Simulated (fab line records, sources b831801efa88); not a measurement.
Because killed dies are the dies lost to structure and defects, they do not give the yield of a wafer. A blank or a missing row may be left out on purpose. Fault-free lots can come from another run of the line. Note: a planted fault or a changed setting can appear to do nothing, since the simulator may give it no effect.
Chamber matching + flow sky130 + SKY_CONTACT_CMP_04 on cmp-01 has 4 sister chambers
The step polishes SiO2. 4 wafers are shown with their chamber, then 9 later ones without.

## WAFERS, EACH WITH ITS CHAMBER
| wafer  | chamber | motorCurrentA (A) |
|--------|---------|-------------------|
| L142.1 | 0       | 14.5              |
| L143.1 | 1       | 11.6              |
| L143.3 | 2       | 10.8              |
| L143.5 | 3       | 13.7              |

## WAFERS WHOSE CHAMBER IS MISSING
| wafer  | motorCurrentA (A) |
|--------|-------------------|
| L144.1 | 10.8              |
| L144.4 | 14.6              |
| L144.5 | 14.5              |
| L145.1 | 13.2              |
| L145.3 | 11.7              |
| L145.6 | 11.4              |
| L146.3 | 14.8              |
| L148.2 | 14.7              |
| L148.6 | 12.0              |

## THE CHAMBER EACH PASSED THROUGH
| wafer  | from the rows above     | in truth                   |
|--------|-------------------------|----------------------------|
| L144.1 | 2                       | 2                          |
| L144.4 | 0                       | 0                          |
| L144.5 | 0                       | 0                          |
| L145.1 | 3                       | 3                          |
| L145.3 | 1                       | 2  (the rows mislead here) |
| L145.6 | can't be placed: 1 or 2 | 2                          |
| L146.3 | 0                       | 0                          |
| L148.2 | 0                       | 0                          |
| L148.6 | 1                       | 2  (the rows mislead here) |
Correctly placed: 6 of 9. Unplaceable from these rows: 1, with the true chamber sitting among the candidates in 1. Placed wrongly: 2.
How it was worked out, from the rows above alone: a wafer's distance from a chamber is the root of the sum, over the readings, of the square of ((its reading less the chamber's mean) divided by the reading's scatter). The wafer belongs to the nearest chamber; if the next one is less than 2 further off, it can't be placed. A chamber's mean is the mean of its shown wafers. The scatter: with one shown wafer a chamber, the root of the mean of the squares of how far each hidden wafer lies from its nearest shown one.
